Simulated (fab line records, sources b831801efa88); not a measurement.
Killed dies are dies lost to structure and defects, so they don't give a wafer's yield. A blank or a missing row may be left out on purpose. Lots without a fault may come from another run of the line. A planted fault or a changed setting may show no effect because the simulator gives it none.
Which tool did it? | flow sky130 | 12 lots, 36 wafers sampled, at 4 steps of a route of 708

WHAT THE GAUGES READ, wafer by wafer
SKY_PASSIVATION_THK_MEAS_01. Usual: PASSIVATION_CVD_00_THK 89.6 nm, standard deviation 1.2.
lot  | measured     | on            | PASSIVATION_CVD_00_THK (nm) | flag
L918 | day 44 03:41 | film_metro-01 | 89.5 90.5 91.5              |
L919 | day 44 12:06 | film_metro-03 | 88.1 88.6 89.5              |
L920 | day 44 13:05 | film_metro-02 | 90.0 88.7 89.8              |
L921 | day 44 15:35 | film_metro-03 | 89.5 90.6 91.9              |
L922 | day 45 01:41 | film_metro-02 | 89.1 88.9 91.4              |
L927 | day 46 17:34 | film_metro-03 | 88.2 88.2 90.3              |
L926 | day 46 21:44 | film_metro-01 | 89.8 88.9 90.4              |
L930 | day 47 14:34 | film_metro-02 | 88.6 90.5 90.9              |
L935 | day 48 13:16 | film_metro-01 | 88.8 89.3 88.8              |
L936 | day 48 19:18 | film_metro-02 | 91.3 90.5 91.0              |
L937 | day 48 19:22 | film_metro-01 | 88.7 90.4 91.3              |
L940 | day 49 14:22 | film_metro-02 | 88.1 88.1 89.6              |

WHICH TOOL RAN EACH LOT (tool, then ch and the chambers of the sampled wafers, then the start)
lot  | SKY_METAL4_SPUTTER_04        | SKY_CAP2M_SPUTTER_02         | SKY_METAL5_DESCUM_14
L918 | pvd_sputter-04, day 40 04:10 | pvd_sputter-03, day 40 04:17 | rie_metal-02 ch 1, day 44 02:47
L919 | pvd_sputter-01, day 40 10:21 | pvd_sputter-02, day 40 10:29 | rie_metal-04 ch 1, day 44 11:13
L920 | pvd_sputter-04, day 40 11:00 | pvd_sputter-01, day 40 11:08 | rie_metal-03 ch 0,1, day 44 12:11
L921 | pvd_sputter-02, day 40 16:04 | pvd_sputter-03, day 40 16:11 | rie_metal-03 ch 0,1, day 44 14:42
L922 | pvd_sputter-02, day 41 02:56 | pvd_sputter-01, day 41 03:04 | rie_metal-03 ch 0,1, day 45 00:46
L927 | pvd_sputter-02, day 42 18:33 | pvd_sputter-01, day 42 18:41 | rie_metal-03 ch 0,1, day 46 16:35
L926 | pvd_sputter-02, day 42 23:56 | pvd_sputter-01, day 43 00:04 | rie_metal-03 ch 1, day 46 20:49
L930 | pvd_sputter-01, day 43 17:11 | pvd_sputter-02, day 43 17:20 | rie_metal-02 ch 0,1, day 47 13:36
L935 | pvd_sputter-02, day 44 18:53 | pvd_sputter-03, day 44 19:01 | rie_metal-03 ch 0,1, day 48 12:17
L936 | pvd_sputter-02, day 45 02:44 | pvd_sputter-03, day 45 02:52 | rie_metal-03 ch 0,1, day 48 17:59
L937 | pvd_sputter-02, day 45 04:53 | pvd_sputter-01, day 45 05:01 | rie_metal-02 ch 1, day 48 18:16
L940 | pvd_sputter-04, day 46 01:53 | pvd_sputter-02, day 46 02:01 | rie_metal-02 ch 0,1, day 49 13:26
- SKY_METAL4_SPUTTER_04: material TiN, target thk 70 nm, time 58.3 s.
- SKY_CAP2M_SPUTTER_02: material TiN, target thk 200 nm, time 166.7 s.
- SKY_METAL5_DESCUM_14: chemistry O2, time 11 s.

WHAT THE TOOLS THEMSELVES READ (means of the sampled wafers that have a number; where no wafer has one, the mark that the record gives instead)
SKY_METAL4_SPUTTER_04. Usual: chamber_pressure_pa 0.4000 Pa, standard deviation 0.00078; throttle_valve_pct 29.6 %, standard deviation 1.7.
lot  | tool           | chamber_pressure_pa (Pa) | throttle_valve_pct (%) | flag
L918 | pvd_sputter-04 | 0.4000                   | 32.6                   |
L919 | pvd_sputter-01 | 0.4007                   | 28.5                   |
L920 | pvd_sputter-04 | 0.3996                   | 30.3                   |
L921 | pvd_sputter-02 | 0.4002                   | 30.1                   |
L922 | pvd_sputter-02 | 0.4000                   | 29.7                   |
L927 | pvd_sputter-02 | 0.3999                   | 28.9                   |
L926 | pvd_sputter-02 | 0.4003                   | 31.2                   |
L930 | pvd_sputter-01 | 0.3995                   | 28.8                   |
L935 | pvd_sputter-02 | 0.3995                   | 28.0                   |
L936 | pvd_sputter-02 | 0.3993                   | 28.4                   |
L937 | pvd_sputter-02 | 0.3997                   | 30.2                   |
L940 | pvd_sputter-04 | 0.4008                   | 29.6                   |

SKY_CAP2M_SPUTTER_02. Usual: chamber_pressure_pa 0.4002 Pa, standard deviation 0.00077; throttle_valve_pct 29.2 %, standard deviation 1.1.
lot  | tool           | chamber_pressure_pa (Pa) | throttle_valve_pct (%) | flag
L918 | pvd_sputter-03 | 0.3998                   | 29.0                   |
L919 | pvd_sputter-02 | 0.4000                   | 28.9                   |
L920 | pvd_sputter-01 | 0.4005                   | 28.9                   |
L921 | pvd_sputter-03 | 0.4003                   | 29.8                   |
L922 | pvd_sputter-01 | 0.3992                   | 28.8                   |
L927 | pvd_sputter-01 | 0.4002                   | 29.3                   |
L926 | pvd_sputter-01 | 0.3998                   | 28.7                   |
L930 | pvd_sputter-02 | 0.3992                   | 28.2                   |
L935 | pvd_sputter-03 | 0.4015                   | 29.4                   |
L936 | pvd_sputter-03 | 0.4001                   | 30.1                   |
L937 | pvd_sputter-01 | 0.4003                   | 28.4                   |
L940 | pvd_sputter-02 | 0.3997                   | 29.3                   |

SKY_METAL5_DESCUM_14. Usual: drypump_motor_current_A 6.1 A, standard deviation 0.43; oes_product_au 0.999 a.u., standard deviation 0.013; temp_c 40.02 C, standard deviation 0.11.
lot  | tool         | drypump_motor_current_A (A) | oes_product_au (a.u.) | temp_c (C) | flag
L918 | rie_metal-02 | 5.5                         | 1.000                 | 40.19      |
L919 | rie_metal-04 | 5.2                         | 0.985                 | 40.03      |
L920 | rie_metal-03 | 6.4                         | 1.001                 | 39.98      |
L921 | rie_metal-03 | 6.4                         | 0.995                 | 40.06      |
L922 | rie_metal-03 | 6.4                         | 1.002                 | 39.99      |
L927 | rie_metal-03 | 6.4                         | 0.999                 | 40.07      |
L926 | rie_metal-03 | 6.3                         | 1.000                 | 40.12      |
L930 | rie_metal-02 | 5.7                         | 1.006                 | 40.14      |
L935 | rie_metal-03 | 6.3                         | 0.999                 | 39.98      |
L936 | rie_metal-03 | 6.4                         | 1.003                 | 40.09      |
L937 | rie_metal-02 | 5.5                         | 1.015                 | 39.99      |
L940 | rie_metal-02 | 5.8                         | 1.011                 | 39.92      |

THE ANSWER, worked out from the rows above alone
Rule: a lot is off if the mean of its wafers that have a number lies more than 3 standard deviations from the usual mean. A lot without any number at a reading at which 4 lots or more have one is off too. The other lots that the step has rows for count as sound. The gauges are gone through in route order, then the tools' own readings, and for those a lot's mean is taken as printed above. The first step at which some lot is off is used, and at that step the reading that is off furthest; a lot without a number counts as furthest.
No lot is off at any reading shown: from this, nothing can be told.

WHAT THE SIMULATOR HAD PUT IN
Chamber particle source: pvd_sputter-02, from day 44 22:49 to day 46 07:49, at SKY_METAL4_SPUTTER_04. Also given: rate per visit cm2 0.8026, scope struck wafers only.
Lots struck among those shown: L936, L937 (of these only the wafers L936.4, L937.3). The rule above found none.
